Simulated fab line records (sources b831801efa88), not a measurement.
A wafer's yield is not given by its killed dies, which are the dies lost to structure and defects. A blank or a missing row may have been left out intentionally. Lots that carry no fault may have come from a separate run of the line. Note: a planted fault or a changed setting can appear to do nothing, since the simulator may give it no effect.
fab line records / flow gf180mcu / part 2 of 2: steps 30 to 39 of 39
[record] lots = 5 wafers = 15 lastDay = 33
route steps=602 shown M1@320 V1@335
lots that met no fault: taken from a fault-free run of the same line
startH: the number of hours between the record's first day and the start of the first shown wafer of the lot / waitH: hours elapsed since this lot's preceding step / " repeats the value in the row above / L1.1+2: a row that stands for several wafers / - no value present, or no start provided / * or withheld: withheld / < > ~ a bound
route shown NAME@n: names a module that has steps shown in the file, with the first one's number in the route / usual: mean and standard deviation over wafers with no fault / same: alike in all rows / chamber/n: place in a boat / sites: each site's reading / _std_site: their standard deviation / _edge_site: the outer-site mean with the inner-site mean subtracted / radiusMm: how far each site lies from the wafer's centre / mask NAME#n: copy n / behind: the last tool/chamber to shape the wafer / hold: the reason the lot was held/the length of the hold in hours/how it ended / device: which transistor (n, p or np) failed to switch / end of line: tests run on the same wafers once the route is complete / for a step that has no rows: nothing shown but its recipe / killed: the dies lost at the first sort to structure and to defects; this is not the yield of the wafer / map: dies across one wafer; x = killed, . = not, _ = none there
set.NAME: the run value of the setting; set.NAME@STEP: its run value at that earlier step / model.NAME: the simulator's own value behind a step, which no gauge read
a table for each step, a row for each wafer; lots at some steps of the route
services: the hour from which a tool's chamber was out of use, counted from the record's first day as startH (under 0 if before that day), plus the number of hours and why
[[steps]]
[step GF_V1_CD_MEAS_14]
[recipe] targetCdNm = 260
[usual] cdNm = 260.1/1.1
lot.wafer=L076.2 tool=cdSem-02 chamber=- startH=427.48 waitH=0.1 cdNm=260.5
lot.wafer=L076.5 tool=cdSem-02 chamber=- startH=427.48 waitH=0.1 cdNm=261.0
lot.wafer=L076.6 tool=cdSem-02 chamber=- startH=427.48 waitH=0.1 cdNm=261.2
lot.wafer=L077.1 tool=cdSem-01 chamber=- startH=436.56 waitH=0.1 cdNm=257.9
lot.wafer=L077.3 tool=cdSem-01 chamber=- startH=436.56 waitH=0.1 cdNm=259.1
lot.wafer=L077.4 tool=cdSem-01 chamber=- startH=436.56 waitH=0.1 cdNm=259.3
lot.wafer=L079.2 tool=cdSem-02 chamber=- startH=460.23 waitH=0.1 cdNm=259.3
lot.wafer=L079.4 tool=cdSem-02 chamber=- startH=460.23 waitH=0.1 cdNm=258.8
lot.wafer=L079.6 tool=cdSem-02 chamber=- startH=460.23 waitH=0.1 cdNm=259.7
lot.wafer=L082.2 tool=cdSem-01 chamber=- startH=479.94 waitH=0.1 cdNm=260.3
lot.wafer=L082.4 tool=cdSem-01 chamber=- startH=479.94 waitH=0.1 cdNm=259.9
lot.wafer=L082.5 tool=cdSem-01 chamber=- startH=479.94 waitH=0.1 cdNm=260.2
lot.wafer=L093.4 tool=cdSem-02 chamber=- startH=578.92 waitH=0.1 cdNm=261.3
lot.wafer=L093.5 tool=cdSem-02 chamber=- startH=578.92 waitH=0.1 cdNm=260.7
lot.wafer=L093.6 tool=cdSem-02 chamber=- startH=578.92 waitH=0.1 cdNm=260.0
[step GF_V1_OVL_MEAS_15]
[usual] V1_OVL = -3/4.8
lot.wafer=L076.2 tool=overlay-02 chamber=- startH=427.59 waitH=0.1 V1_OVL[nm]=-6
lot.wafer=L076.5 tool=overlay-02 chamber=- startH=427.59 waitH=0.1 V1_OVL[nm]=-14
lot.wafer=L076.6 tool=overlay-02 chamber=- startH=427.59 waitH=0.1 V1_OVL[nm]=-10
lot.wafer=L077.1 tool=overlay-02 chamber=- startH=436.68 waitH=0.1 V1_OVL[nm]=-5
lot.wafer=L077.3 tool=overlay-02 chamber=- startH=436.68 waitH=0.1 V1_OVL[nm]=-10
lot.wafer=L077.4 tool=overlay-02 chamber=- startH=436.68 waitH=0.1 V1_OVL[nm]=-2
lot.wafer=L079.2 tool=overlay-01 chamber=- startH=460.34 waitH=0.1 V1_OVL[nm]=-3
lot.wafer=L079.4 tool=overlay-01 chamber=- startH=460.34 waitH=0.1 V1_OVL[nm]=-1
lot.wafer=L079.6 tool=overlay-01 chamber=- startH=460.34 waitH=0.1 V1_OVL[nm]=-5
lot.wafer=L082.2 tool=overlay-02 chamber=- startH=480.04 waitH=0.1 V1_OVL[nm]=-2
lot.wafer=L082.4 tool=overlay-02 chamber=- startH=480.04 waitH=0.1 V1_OVL[nm]=-1
lot.wafer=L082.5 tool=overlay-02 chamber=- startH=480.04 waitH=0.1 V1_OVL[nm]=2
lot.wafer=L093.4 tool=overlay-02 chamber=- startH=579.00 waitH=0.1 V1_OVL[nm]=4
lot.wafer=L093.5 tool=overlay-02 chamber=- startH=579.00 waitH=0.1 V1_OVL[nm]=3
lot.wafer=L093.6 tool=overlay-02 chamber=- startH=579.00 waitH=0.1 V1_OVL[nm]=14
[step GF_V1_ETCH_16]
[recipe] chemistry = N2/H2 targetDepthA = withheld overetchA = withheld timeS = withheld target = BARC ionEnergyEv = 200 sourceW = 500 biasW = 100 pressureMtorr = 30 n2FlowSccm = 100 h2FlowSccm = 200
[usual] drypumpMotorCurrentA = 5.6/0.39 oesProductAu = 0.856/0.0046 throttleValvePct = 13.224/0.0088
lot.wafer=L076.2 tool=rieDiel-02 chamber=2 startH=427.62 waitH=0.0 drypumpMotorCurrentA=6.3 oesProductAu=0.859 throttleValvePct=13.226
lot.wafer=L076.5 tool=rieDiel-02 chamber=1 startH=427.62 waitH=0.0 drypumpMotorCurrentA=6.3 oesProductAu=0.857 throttleValvePct=13.222
lot.wafer=L076.6 tool=rieDiel-02 chamber=2 startH=427.62 waitH=0.0 drypumpMotorCurrentA=6.3 oesProductAu=0.855 throttleValvePct=13.209
lot.wafer=L077.1 tool=rieDiel-02 chamber=1 startH=436.72 waitH=0.0 drypumpMotorCurrentA=6.2 oesProductAu=0.858 throttleValvePct=13.243
lot.wafer=L077.3 tool=rieDiel-02 chamber=3 startH=436.72 waitH=0.0 drypumpMotorCurrentA=5.2 oesProductAu=0.853 throttleValvePct=13.212
lot.wafer=L077.4 tool=rieDiel-02 chamber=2 startH=436.72 waitH=0.0 drypumpMotorCurrentA=6.2 oesProductAu=0.864 throttleValvePct=13.216
lot.wafer=L079.2 tool=rieDiel-04 chamber=1 startH=460.37 waitH=0.0 drypumpMotorCurrentA=5.7 oesProductAu=0.854 throttleValvePct=13.234
lot.wafer=L079.4 tool=rieDiel-04 chamber=0 startH=460.37 waitH=0.0 drypumpMotorCurrentA=5.1 oesProductAu=0.862 throttleValvePct=13.214
lot.wafer=L079.6 tool=rieDiel-04 chamber=2 startH=460.37 waitH=0.0 drypumpMotorCurrentA=5.2 oesProductAu=0.854 throttleValvePct=13.231
lot.wafer=L082.2 tool=rieDiel-04 chamber=3 startH=480.07 waitH=0.0 drypumpMotorCurrentA=5.4 oesProductAu=0.870 throttleValvePct=13.217
lot.wafer=L082.4 tool=rieDiel-04 chamber=0 startH=480.07 waitH=0.0 drypumpMotorCurrentA=5.1 oesProductAu=0.858 throttleValvePct=13.214
lot.wafer=L082.5 tool=rieDiel-04 chamber=1 startH=480.07 waitH=0.0 drypumpMotorCurrentA=5.8 oesProductAu=0.859 throttleValvePct=13.212
lot.wafer=L093.4 tool=rieDiel-03 chamber=1 startH=579.02 waitH=0.0 drypumpMotorCurrentA=5.7 oesProductAu=0.854 throttleValvePct=13.218
lot.wafer=L093.5 tool=rieDiel-03 chamber=2 startH=579.02 waitH=0.0 drypumpMotorCurrentA=5.5 oesProductAu=0.848 throttleValvePct=13.244
lot.wafer=L093.6 tool=rieDiel-03 chamber=3 startH=579.02 waitH=0.0 drypumpMotorCurrentA=5.7 oesProductAu=0.848 throttleValvePct=13.213
[step GF_V1_ETCH_17]
[recipe] chemistry = C4F8/O2/Ar maskMaterial = KrF target = SiO2 stopOn = TiN sourceW = 1500 biasW = 1200 pressureMtorr = 40 c4f8FlowSccm = withheld O2_flow_sccm = 6 Ar_flow_sccm = 300 timeS = withheld targetDepthA = 6300
[usual] oesProductAu = 0.856/0.0046
lot.wafer=L076.2 tool=rieDiel-02 chamber=2 startH=- waitH=- oesProductAu=0.857
lot.wafer=L076.5 tool=rieDiel-02 chamber=1 startH=- waitH=- oesProductAu=0.855
lot.wafer=L076.6 tool=rieDiel-02 chamber=2 startH=- waitH=- oesProductAu=0.855
lot.wafer=L077.1 tool=rieDiel-02 chamber=1 startH=- waitH=- oesProductAu=0.864
lot.wafer=L077.3 tool=rieDiel-02 chamber=3 startH=- waitH=- oesProductAu=0.855
lot.wafer=L077.4 tool=rieDiel-02 chamber=2 startH=- waitH=- oesProductAu=0.855
lot.wafer=L079.2 tool=rieDiel-04 chamber=1 startH=- waitH=- oesProductAu=0.854
lot.wafer=L079.4 tool=rieDiel-04 chamber=0 startH=- waitH=- oesProductAu=0.861
lot.wafer=L079.6 tool=rieDiel-04 chamber=2 startH=- waitH=- oesProductAu=0.864
lot.wafer=L082.2 tool=rieDiel-04 chamber=3 startH=- waitH=- oesProductAu=0.859
lot.wafer=L082.4 tool=rieDiel-04 chamber=0 startH=- waitH=- oesProductAu=0.854
lot.wafer=L082.5 tool=rieDiel-04 chamber=1 startH=- waitH=- oesProductAu=0.851
lot.wafer=L093.4 tool=rieDiel-03 chamber=1 startH=- waitH=- oesProductAu=0.849
lot.wafer=L093.5 tool=rieDiel-03 chamber=2 startH=- waitH=- oesProductAu=0.855
lot.wafer=L093.6 tool=rieDiel-03 chamber=3 startH=- waitH=- oesProductAu=0.849
[step GF_V1_STRIP_18]
[recipe] chemistry = O2/N2 powerW = 1400 pressureMtorr = 1500 platenTempC = 250 o2FlowSccm = 3000 n2FlowSccm = 300 overashFraction = 0.5
[usual] drypumpMotorCurrentA = 5.8/0.58 heaterPowerW = 325/14 oesProductAu = 0.593/0.0051
[same] overashFraction = 0.5
lot.wafer=L076.2 tool=plasmaAsher-03 chamber=0 startH=427.75 waitH=- drypumpMotorCurrentA=5.3 heaterPowerW=348 oesProductAu=0.593 rfHoursCounterH=84
lot.wafer=L076.5 tool=plasmaAsher-03 chamber=1 startH=427.75 waitH=- drypumpMotorCurrentA=5.7 heaterPowerW=317 oesProductAu=0.591 rfHoursCounterH=-
lot.wafer=L076.6 tool=plasmaAsher-03 chamber=0 startH=427.75 waitH=- drypumpMotorCurrentA=5.3 heaterPowerW=341 oesProductAu=0.596 rfHoursCounterH=-
lot.wafer=L077.1 tool=plasmaAsher-04 chamber=1 startH=436.85 waitH=- drypumpMotorCurrentA=6.7 heaterPowerW=323 oesProductAu=0.592 rfHoursCounterH=1
lot.wafer=L077.3 tool=plasmaAsher-04 chamber=0 startH=436.85 waitH=- drypumpMotorCurrentA=4.9 heaterPowerW=327 oesProductAu=0.589 rfHoursCounterH=-
lot.wafer=L077.4 tool=plasmaAsher-04 chamber=1 startH=436.85 waitH=- drypumpMotorCurrentA=6.7 heaterPowerW=322 oesProductAu=0.593 rfHoursCounterH=-
lot.wafer=L079.2 tool=plasmaAsher-04 chamber=0 startH=460.50 waitH=- drypumpMotorCurrentA=5.0 heaterPowerW=323 oesProductAu=0.597 rfHoursCounterH=3
lot.wafer=L079.4 tool=plasmaAsher-04 chamber=1 startH=460.50 waitH=- drypumpMotorCurrentA=6.7 heaterPowerW=329 oesProductAu=0.594 rfHoursCounterH=-
lot.wafer=L079.6 tool=plasmaAsher-04 chamber=1 startH=460.50 waitH=- drypumpMotorCurrentA=6.7 heaterPowerW=325 oesProductAu=0.588 rfHoursCounterH=-
lot.wafer=L082.2 tool=plasmaAsher-04 chamber=0 startH=480.20 waitH=- drypumpMotorCurrentA=4.9 heaterPowerW=321 oesProductAu=0.600 rfHoursCounterH=5
lot.wafer=L082.4 tool=plasmaAsher-04 chamber=0 startH=480.20 waitH=- drypumpMotorCurrentA=5.0 heaterPowerW=318 oesProductAu=0.597 rfHoursCounterH=-
lot.wafer=L082.5 tool=plasmaAsher-04 chamber=0 startH=480.20 waitH=- drypumpMotorCurrentA=5.0 heaterPowerW=323 oesProductAu=0.595 rfHoursCounterH=-
lot.wafer=L093.4 tool=plasmaAsher-02 chamber=0 startH=579.18 waitH=- drypumpMotorCurrentA=5.6 heaterPowerW=319 oesProductAu=0.602 rfHoursCounterH=-
lot.wafer=L093.5 tool=plasmaAsher-02 chamber=0 startH=579.18 waitH=- drypumpMotorCurrentA=5.6 heaterPowerW=309 oesProductAu=0.591 rfHoursCounterH=-
lot.wafer=L093.6 tool=plasmaAsher-02 chamber=1 startH=579.18 waitH=- drypumpMotorCurrentA=6.4 heaterPowerW=308 oesProductAu=0.589 rfHoursCounterH=-
[step GF_V1_STRIP_19]
[recipe] chemistry = postEtchResidueRemover timeS = 1200 tempC = 72.5
lot.wafer=L076.2+5+6 tool=wetBench-02 chamber=3 startH=427.85 waitH=0.1
lot.wafer=L077.1+3+4 tool=wetBench-01 chamber=2 startH=436.95 waitH=0.1
lot.wafer=L079.2+4+6 tool=wetBench-02 chamber=2 startH=460.60 waitH=0.1
lot.wafer=L082.2+4+5 tool=wetBench-01 chamber=2 startH=480.30 waitH=0.1
lot.wafer=L093.4+5+6 tool=wetBench-01 chamber=3 startH=579.25 waitH=0.0
[step GF_V1_CLEAN_20]
[recipe] chemistry = DIW dry = n2Spin
lot.wafer=L076.2+5+6 tool=wetBench-01 chamber=2 startH=428.19 waitH=0.0
lot.wafer=L077.1+3+4 tool=wetBench-01 chamber=2 startH=437.29 waitH=0.0
lot.wafer=L079.2+4+6 tool=wetBench-01 chamber=0 startH=460.94 waitH=0.0
lot.wafer=L082.2+4+5 tool=wetBench-02 chamber=2 startH=480.67 waitH=0.0
lot.wafer=L093.4+5+6 tool=wetBench-02 chamber=0 startH=579.59 waitH=0.0
[step GF_V1_SPUTTER_21]
[recipe] material = Ti targetThkNm = 15 chamberPressurePa = 5 powerW = 2500 substrateTempC = 200 timeS = 78.54
[usual] throttleValvePct = 29.7/0.96
lot.wafer=L076.2 tool=pvdSputter-01 chamber=- startH=428.37 waitH=0.0 throttleValvePct=29.1
lot.wafer=L076.5 tool=pvdSputter-01 chamber=- startH=428.37 waitH=0.0 throttleValvePct=29.2
lot.wafer=L076.6 tool=pvdSputter-01 chamber=- startH=428.37 waitH=0.0 throttleValvePct=29.8
lot.wafer=L077.1 tool=pvdSputter-04 chamber=- startH=437.38 waitH=0.0 throttleValvePct=30.6
lot.wafer=L077.3 tool=pvdSputter-04 chamber=- startH=437.38 waitH=0.0 throttleValvePct=31.3
lot.wafer=L077.4 tool=pvdSputter-04 chamber=- startH=437.38 waitH=0.0 throttleValvePct=30.0
lot.wafer=L079.2 tool=pvdSputter-02 chamber=- startH=461.03 waitH=0.0 throttleValvePct=29.4
lot.wafer=L079.4 tool=pvdSputter-02 chamber=- startH=461.03 waitH=0.0 throttleValvePct=29.3
lot.wafer=L079.6 tool=pvdSputter-02 chamber=- startH=461.03 waitH=0.0 throttleValvePct=29.0
lot.wafer=L082.2 tool=pvdSputter-04 chamber=- startH=480.76 waitH=0.0 throttleValvePct=30.2
lot.wafer=L082.4 tool=pvdSputter-04 chamber=- startH=480.76 waitH=0.0 throttleValvePct=31.7
lot.wafer=L082.5 tool=pvdSputter-04 chamber=- startH=480.76 waitH=0.0 throttleValvePct=31.4
lot.wafer=L093.4 tool=pvdSputter-01 chamber=- startH=579.69 waitH=0.0 throttleValvePct=29.5
lot.wafer=L093.5 tool=pvdSputter-01 chamber=- startH=579.69 waitH=0.0 throttleValvePct=30.0
lot.wafer=L093.6 tool=pvdSputter-01 chamber=- startH=579.69 waitH=0.0 throttleValvePct=29.9
[step GF_V1_SPUTTER_22]
[recipe] material = TiN targetThkNm = 10 chamberPressurePa = 5 powerW = 4000 timeS = 40
[usual] throttleValvePct = 29.7/0.95
lot.wafer=L076.2 tool=pvdSputter-01 chamber=- startH=428.43 waitH=0.0 throttleValvePct=29.4
lot.wafer=L076.5 tool=pvdSputter-01 chamber=- startH=428.43 waitH=0.0 throttleValvePct=29.3
lot.wafer=L076.6 tool=pvdSputter-01 chamber=- startH=428.43 waitH=0.0 throttleValvePct=30.0
lot.wafer=L077.1 tool=pvdSputter-04 chamber=- startH=437.44 waitH=0.0 throttleValvePct=30.6
lot.wafer=L077.3 tool=pvdSputter-04 chamber=- startH=437.44 waitH=0.0 throttleValvePct=31.2
lot.wafer=L077.4 tool=pvdSputter-04 chamber=- startH=437.44 waitH=0.0 throttleValvePct=30.2
lot.wafer=L079.2 tool=pvdSputter-02 chamber=- startH=461.09 waitH=0.0 throttleValvePct=29.3
lot.wafer=L079.4 tool=pvdSputter-02 chamber=- startH=461.09 waitH=0.0 throttleValvePct=29.2
lot.wafer=L079.6 tool=pvdSputter-02 chamber=- startH=461.09 waitH=0.0 throttleValvePct=29.4
lot.wafer=L082.2 tool=pvdSputter-04 chamber=- startH=480.83 waitH=0.0 throttleValvePct=30.2
lot.wafer=L082.4 tool=pvdSputter-04 chamber=- startH=480.83 waitH=0.0 throttleValvePct=31.3
lot.wafer=L082.5 tool=pvdSputter-04 chamber=- startH=480.83 waitH=0.0 throttleValvePct=31.5
lot.wafer=L093.4 tool=pvdSputter-01 chamber=- startH=579.75 waitH=0.0 throttleValvePct=29.4
lot.wafer=L093.5 tool=pvdSputter-01 chamber=- startH=579.75 waitH=0.0 throttleValvePct=29.6
lot.wafer=L093.6 tool=pvdSputter-01 chamber=- startH=579.75 waitH=0.0 throttleValvePct=30.0
[step GF_V1_CVD_23]
[recipe] material = W targetThkNm = 350 timeS = 105.05 tempC = 400 pressureTorr = 40
[usual] heaterPowerW = 978/65
lot.wafer=L076.2 tool=cvdW-02 chamber=0 startH=428.47 waitH=0.0 heaterPowerW=1032
lot.wafer=L076.5 tool=cvdW-02 chamber=1 startH=428.47 waitH=0.0 heaterPowerW=937
lot.wafer=L076.6 tool=cvdW-02 chamber=0 startH=428.47 waitH=0.0 heaterPowerW=1049
lot.wafer=L077.1 tool=cvdW-02 chamber=1 startH=437.48 waitH=0.0 heaterPowerW=945
lot.wafer=L077.3 tool=cvdW-02 chamber=0 startH=437.48 waitH=0.0 heaterPowerW=1035
lot.wafer=L077.4 tool=cvdW-02 chamber=1 startH=437.48 waitH=0.0 heaterPowerW=905
lot.wafer=L079.2 tool=cvdW-01 chamber=0 startH=461.13 waitH=0.0 heaterPowerW=922
lot.wafer=L079.4 tool=cvdW-01 chamber=1 startH=461.13 waitH=0.0 heaterPowerW=1026
lot.wafer=L079.6 tool=cvdW-01 chamber=0 startH=461.13 waitH=0.0 heaterPowerW=900
lot.wafer=L082.2 tool=cvdW-01 chamber=0 startH=480.86 waitH=0.0 heaterPowerW=915
lot.wafer=L082.4 tool=cvdW-01 chamber=1 startH=480.86 waitH=0.0 heaterPowerW=1042
lot.wafer=L082.5 tool=cvdW-01 chamber=0 startH=480.86 waitH=0.0 heaterPowerW=893
lot.wafer=L093.4 tool=cvdW-01 chamber=1 startH=579.83 waitH=0.1 heaterPowerW=1043
lot.wafer=L093.5 tool=cvdW-01 chamber=1 startH=579.83 waitH=0.1 heaterPowerW=1009
lot.wafer=L093.6 tool=cvdW-01 chamber=0 startH=579.83 waitH=0.1 heaterPowerW=920
[[services]]
tool=krfScanner-02 chamber=- startH=378.01 hours=9.6 kind=repair
tool=plasmaAsher-02 chamber=- startH=379.30 hours=14.0 kind=repair
tool=krfScanner-02 chamber=- startH=388.63 hours=1.0 kind=pm
tool=krfScanner-01 chamber=- startH=393.72 hours=3.7 kind=repair
tool=wetBench-03 chamber=- startH=394.88 hours=33.6 kind=pm
tool=rieDiel-04 chamber=3 startH=398.38 hours=5.2 kind=repair
tool=krfScanner-01 chamber=- startH=403.65 hours=1.0 kind=pm
tool=krfScanner-01 chamber=- startH=404.65 hours=1.3 kind=pm
tool=plasmaAsher-02 chamber=- startH=405.47 hours=13.7 kind=repair
tool=rieDiel-02 chamber=- startH=439.68 hours=2.8 kind=pm
tool=wetBench-02 chamber=- startH=441.09 hours=1.9 kind=pm
tool=rieDiel-02 chamber=2 startH=442.60 hours=15.6 kind=repair
tool=krfScanner-01 chamber=- startH=453.21 hours=0.8 kind=pm
tool=rieDiel-02 chamber=0 startH=456.76 hours=16.4 kind=repair
tool=rieDiel-04 chamber=0 startH=465.32 hours=4.2 kind=repair
tool=rieDiel-02 chamber=1 startH=468.22 hours=3.5 kind=repair
tool=plasmaAsher-02 chamber=- startH=483.08 hours=3.5 kind=repair
tool=wetBench-03 chamber=- startH=487.89 hours=8.4 kind=repair
tool=krfScanner-02 chamber=- startH=515.44 hours=1.6 kind=repair
tool=krfScanner-02 chamber=- startH=523.86 hours=0.8 kind=pm
tool=krfScanner-02 chamber=- startH=529.17 hours=1.3 kind=pm
tool=krfScanner-02 chamber=- startH=538.20 hours=3.1 kind=repair
tool=krfScanner-02 chamber=- startH=557.63 hours=1.0 kind=pm
tool=plasmaAsher-02 chamber=- startH=573.21 hours=5.5 kind=repair
